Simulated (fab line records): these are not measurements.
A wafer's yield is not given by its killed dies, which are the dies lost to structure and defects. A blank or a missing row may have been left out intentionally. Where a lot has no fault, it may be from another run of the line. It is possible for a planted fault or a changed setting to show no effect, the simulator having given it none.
The tool behind it: which one? -- flow gf180mcu -- Sampling: 12 lots, 36 wafers, 5 of 602 route steps

## WHAT THE GAUGES SHOWED, per wafer
No reading from a measuring or inspecting step in the record can be judged against a usual standard deviation.

## TOOL THAT RAN EACH LOT (tool first, then ch and the chambers of the sampled wafers, then the start)
lot,GF_V3_CMP_04,GF_V3_SPUTTER_22,GF_V4_SPUTTER_21,GF_M5_COAT_02,GF_M5_STRIP_11
L519,"cmp-01 ch 0,1,3, day 21 09:26","pvd_sputter-03, day 22 09:40","pvd_sputter-03, day 24 10:15","litho_track-01 ch 0, day 25 19:22","plasma_asher-03 ch 0,1, day 26 06:00"
L518,"cmp-02 ch 0,2,3, day 21 10:32","pvd_sputter-04, day 22 10:58","pvd_sputter-02, day 24 10:52","litho_track-01 ch 0, day 25 19:59","plasma_asher-03 ch 0,1, day 26 06:52"
L521,"cmp-02 ch 1,2,3, day 22 05:04","pvd_sputter-01, day 23 05:10","pvd_sputter-04, day 25 03:53","litho_track-03 ch 0, day 26 13:10","plasma_asher-04 ch 0,1, day 27 00:14"
L524,"cmp-02 ch 0,1, day 23 07:46","pvd_sputter-03, day 24 06:52","pvd_sputter-04, day 26 04:33","litho_track-02 ch 0, day 27 13:12","plasma_asher-01 ch 0,1, day 27 23:59"
L525,"cmp-02 ch 0,2,3, day 24 05:34","pvd_sputter-01, day 25 04:27","pvd_sputter-04, day 27 01:56","litho_track-02 ch 0, day 28 10:08","plasma_asher-01 ch 0,1, day 28 20:23"
L526,"cmp-02 ch 0,1,2, day 24 08:54","pvd_sputter-04, day 25 07:44","pvd_sputter-03, day 27 03:35","litho_track-02 ch 0, day 28 11:18","plasma_asher-04 ch 0,1, day 28 21:29"
L527,"cmp-02 ch 0,3, day 25 04:59","pvd_sputter-03, day 26 02:43","pvd_sputter-04, day 27 23:32","litho_track-02 ch 0, day 29 05:29","plasma_asher-03 ch 0,1, day 29 15:30"
L529,"cmp-01 ch 2,3, day 25 10:53","pvd_sputter-04, day 26 08:48","pvd_sputter-04, day 28 04:15","litho_track-01 ch 0, day 29 10:16","plasma_asher-03 ch 0,1, day 29 19:37"
L533,"cmp-01 ch 1,2, day 26 10:20","pvd_sputter-03, day 27 07:59","pvd_sputter-03, day 29 02:55","litho_track-03 ch 0, day 30 08:03","plasma_asher-03 ch 0,1, day 30 17:22"
L536,"cmp-02 ch 1,2, day 27 09:11","pvd_sputter-01, day 28 06:21","pvd_sputter-03, day 29 23:39","litho_track-03 ch 0, day 31 03:43","plasma_asher-03 ch 0,1, day 31 12:55"
L538,"cmp-01 ch 0,1,3, day 28 07:44","pvd_sputter-03, day 29 04:14","pvd_sputter-04, day 30 20:25","litho_track-03 ch 0, day 31 23:33","plasma_asher-03 ch 0,1, day 32 08:29"
L539,"cmp-02 ch 0,1,2, day 28 16:26","pvd_sputter-04, day 29 12:17","pvd_sputter-02, day 31 03:54","litho_track-02 ch 0, day 32 06:43","plasma_asher-04 ch 0, day 32 15:47"
- GF_V3_CMP_04: polishes SiO2.
- GF_V3_SPUTTER_22: material TiN, target thk 10 nm, time 40 s.
- GF_V4_SPUTTER_21: material Ti, target thk 15 nm, time 80.02 s.
- GF_M5_COAT_02: resist thk 1000 nm.
- GF_M5_STRIP_11: strips in O2/N2.

## WHAT THE TOOLS THEMSELVES READ (means of the sampled wafers that have a number; where no wafer has one, the mark that the record gives instead)
GF_V3_CMP_04.
lot,tool,motor_current_A (A),time_to_endpoint_s (s)
L519,cmp-01,11.5,74
L518,cmp-02,13.0,80
L521,cmp-02,12.5,80
L524,cmp-02,11.9,82
L525,cmp-02,12.6,77
L526,cmp-02,12.6,81
L527,cmp-02,12.1,75
L529,cmp-01,12.0,87
L533,cmp-01,12.7,78
L536,cmp-02,12.6,73
L538,cmp-01,11.7,81
L539,cmp-02,12.6,79

GF_V3_SPUTTER_22.
lot,tool,chamber_pressure_pa (Pa),throttle_valve_pct (%)
L519,pvd_sputter-03,4.989,29.7
L518,pvd_sputter-04,5.002,30.3
L521,pvd_sputter-01,5.006,31.3
L524,pvd_sputter-03,4.995,27.8
L525,pvd_sputter-01,5.006,30.0
L526,pvd_sputter-04,5.000,30.3
L527,pvd_sputter-03,4.997,28.1
L529,pvd_sputter-04,4.994,30.9
L533,pvd_sputter-03,5.001,28.5
L536,pvd_sputter-01,4.998,30.3
L538,pvd_sputter-03,4.998,28.2
L539,pvd_sputter-04,5.000,30.3

GF_V4_SPUTTER_21.
lot,tool,chamber_pressure_pa (Pa),throttle_valve_pct (%)
L519,pvd_sputter-03,5.000,29.2
L518,pvd_sputter-02,4.993,29.4
L521,pvd_sputter-04,4.992,30.7
L524,pvd_sputter-04,4.996,30.3
L525,pvd_sputter-04,4.994,29.7
L526,pvd_sputter-03,5.004,28.8
L527,pvd_sputter-04,5.001,30.8
L529,pvd_sputter-04,4.993,30.9
L533,pvd_sputter-03,4.997,28.2
L536,pvd_sputter-03,4.994,28.1
L538,pvd_sputter-04,4.998,30.6
L539,pvd_sputter-02,4.993,29.2

GF_M5_COAT_02.
lot,tool,resist_line_temp_C (C)
L519,litho_track-01,22.91
L518,litho_track-01,23.05
L521,litho_track-03,23.06
L524,litho_track-02,22.85
L525,litho_track-02,22.98
L526,litho_track-02,22.89
L527,litho_track-02,23.08
L529,litho_track-01,23.01
L533,litho_track-03,22.90
L536,litho_track-03,23.07
L538,litho_track-03,22.98
L539,litho_track-02,23.02

GF_M5_STRIP_11.
lot,tool,drypump_motor_current_A (A),heater_power_w (W),oes_product_au (a.u.),platen_temp_c (C),strip_time_to_endpoint_s (s)
L519,plasma_asher-03,5.3,348,0.524,250.27,7.04
L518,plasma_asher-03,5.4,352,0.526,249.99,7.14
L521,plasma_asher-04,5.8,323,0.524,249.99,7.09
L524,plasma_asher-01,5.9,336,0.522,249.92,7.12
L525,plasma_asher-01,5.9,335,0.522,250.02,7.02
L526,plasma_asher-04,5.8,330,0.530,250.19,7.20
L527,plasma_asher-03,5.4,359,0.534,250.14,7.21
L529,plasma_asher-03,5.3,352,0.527,250.10,7.07
L533,plasma_asher-03,5.3,351,0.525,249.98,7.01
L536,plasma_asher-03,5.2,345,0.529,250.06,7.08
L538,plasma_asher-03,5.4,345,0.518,250.16,7.05
L539,plasma_asher-04,5.6,347,0.524,250.33,6.99

## THE ANSWER, worked out from the rows above alone
Rule: the usual values come from the lots themselves. Put in order of their means at a reading, lots are off if they are a third of the lots or fewer, leave a main group of 4 or more, and stand apart from it by a gap of 3 or more times the standard deviation of the main group's means; of several such gaps the widest counts. Not used: any main group whose means are identical at the precision the tables above print for the reading. Also off: a lot with no number at a reading for which 4 or more lots have one. Where the step has rows for the other lots, those lots are counted as sound. The gauges are gone through in route order, then the tools' own readings, and for those a lot's mean is taken as printed above. The first step at which some lot is off is used, and at that step the reading that is off furthest; a lot without a number counts as furthest.
No lot is off on any of the readings shown, so nothing can be concluded from this.

## WHAT THE SIMULATOR HAD PUT IN
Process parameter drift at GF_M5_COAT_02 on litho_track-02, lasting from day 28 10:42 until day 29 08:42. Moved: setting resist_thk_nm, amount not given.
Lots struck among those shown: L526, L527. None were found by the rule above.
